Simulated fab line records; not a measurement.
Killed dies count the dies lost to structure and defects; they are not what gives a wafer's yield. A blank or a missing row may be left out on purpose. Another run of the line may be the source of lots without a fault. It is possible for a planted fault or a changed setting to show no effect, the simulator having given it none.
Tool commonality check ; flow sky130 ; 39 wafers sampled across 11 lots

## REASON IT WAS OPENED
SKY_LDD_N_TW_MEAS_17, reading LDD_N_TW: flagged on 2 of 11 lots. Wafers without a fault read 2612, standard deviation 16.
Rule: flag the lot when none of its wafers has a number, or when each of its wafers that has one lies beyond 4 standard deviations from that mean. As for the other lots, they are considered sound.

lot;measured;on;LDD_N_TW, wafer by wafer;flag
L591;day 18 20:01;film-metro-02;2622 2611 2602;
L592;day 18 20:14;film-metro-04;2603 2611 2611;
L595;day 20 19:31;film-metro-02;2922 2922 2935 2916 2926 2912;FLAGGED
L598;day 21 11:21;film-metro-01;2914 2943 2936 2927 2921 2945;FLAGGED
L605;day 24 01:43;film-metro-02;2614 2621 2620;
L604;day 24 02:11;film-metro-02;2605 2619 2611;
L606;day 24 07:19;film-metro-01;2652 2646 2675;
L607;day 24 20:23;film-metro-02;2626 2607 2614;
L609;day 25 02:20;film-metro-02;2631 2610 2610;
L610;day 25 15:43;film-metro-02;2610 2611 2603;
L612;day 26 01:10;film-metro-04;2598 2596 2604;
On average the flagged lots' numbers are 2927, which is +315 against the usual, or +20 standard deviations.

## WHICH TOOL EACH LOT WENT THROUGH
Before the reading, the record contains 2 process steps out of a 708-step route. In each cell: the tool, then ch and the chambers that the sampled wafers went through, then the start.
lot;flag;SKY_LDD_N_IMPLANT_10;SKY_LDD_N_STRIP_16
L591;;implanter-04 ch 0, day 18 19:01;plasma-asher-01 ch 0,1, day 18 19:55
L592;;implanter-01 ch 0, day 18 19:14;plasma-asher-04 ch 0,1, day 18 20:08
L595;FLAGGED;implanter-01 ch 0, day 20 18:33;plasma-asher-01 ch 0,1, day 20 19:26
L598;FLAGGED;implanter-01 ch 0, day 21 10:21;plasma-asher-04 ch 0,1, day 21 11:15
L605;;implanter-04 ch 0, day 24 00:44;plasma-asher-01 ch 0,1, day 24 01:36
L604;;implanter-01 ch 0, day 24 01:11;plasma-asher-01 ch 0,1, day 24 02:05
L606;;implanter-01 ch 0, day 24 06:19;plasma-asher-02 ch 0,1, day 24 07:13
L607;;implanter-01 ch 0, day 24 19:23;plasma-asher-01 ch 0,1, day 24 20:17
L609;;implanter-01 ch 0, day 25 01:20;plasma-asher-01 ch 0,1, day 25 02:14
L610;;implanter-04 ch 0, day 25 14:44;plasma-asher-02 ch 0,1, day 25 15:36
L612;;implanter-01 ch 0, day 26 00:10;plasma-asher-02 ch 0,1, day 26 01:04
What these steps do:
- SKY_LDD_N_IMPLANT_10
- SKY_LDD_N_STRIP_16: strips in O2/N2.
- SKY_LDD_N_TW_MEAS_17

## FLAGGED AGAINST TOTAL, ONE TOOL AT A TIME (gauges that did the reading follow at the end)
step;tool;lots run;flagged;share of the flagged lots;sound lots run after its first flagged lot
SKY_LDD_N_IMPLANT_10;implanter-01;8;2;all;5 (L604,L606,L607,L609,L612)
SKY_LDD_N_IMPLANT_10;implanter-04;3;0;none;-
SKY_LDD_N_STRIP_16;plasma-asher-01;6;1;some;4 (L605,L604,L607,L609)
SKY_LDD_N_STRIP_16;plasma-asher-02;3;0;none;-
SKY_LDD_N_STRIP_16;plasma-asher-04;2;1;some;0
SKY_LDD_N_TW_MEAS_17;film-metro-01;2;1;some;1 (L606)
SKY_LDD_N_TW_MEAS_17;film-metro-02;7;1;some;5 (L605,L604,L607,L609,L610)
SKY_LDD_N_TW_MEAS_17;film-metro-04;2;0;none;-

## WHAT THE TABLE PERMITS
1 row of the table ran every flagged lot: implanter-01 at SKY_LDD_N_IMPLANT_10.
- implanter-01 at SKY_LDD_N_IMPLANT_10 ran 8 lots, 2 of them flagged. Lots that were sound ran on it after the first flagged one (L604, L606, L607, L609, L612); a persistent fault on the entire tool would not allow that. Its own readings lie more than 4 standard deviations out on every wafer of the flagged lots: beam-on-s, dose-ions-cm2, faraday-current-uA.
Not one row of the table ran every flagged lot while running no sound lot after the first.

## WHAT THE SIMULATOR PUT IN
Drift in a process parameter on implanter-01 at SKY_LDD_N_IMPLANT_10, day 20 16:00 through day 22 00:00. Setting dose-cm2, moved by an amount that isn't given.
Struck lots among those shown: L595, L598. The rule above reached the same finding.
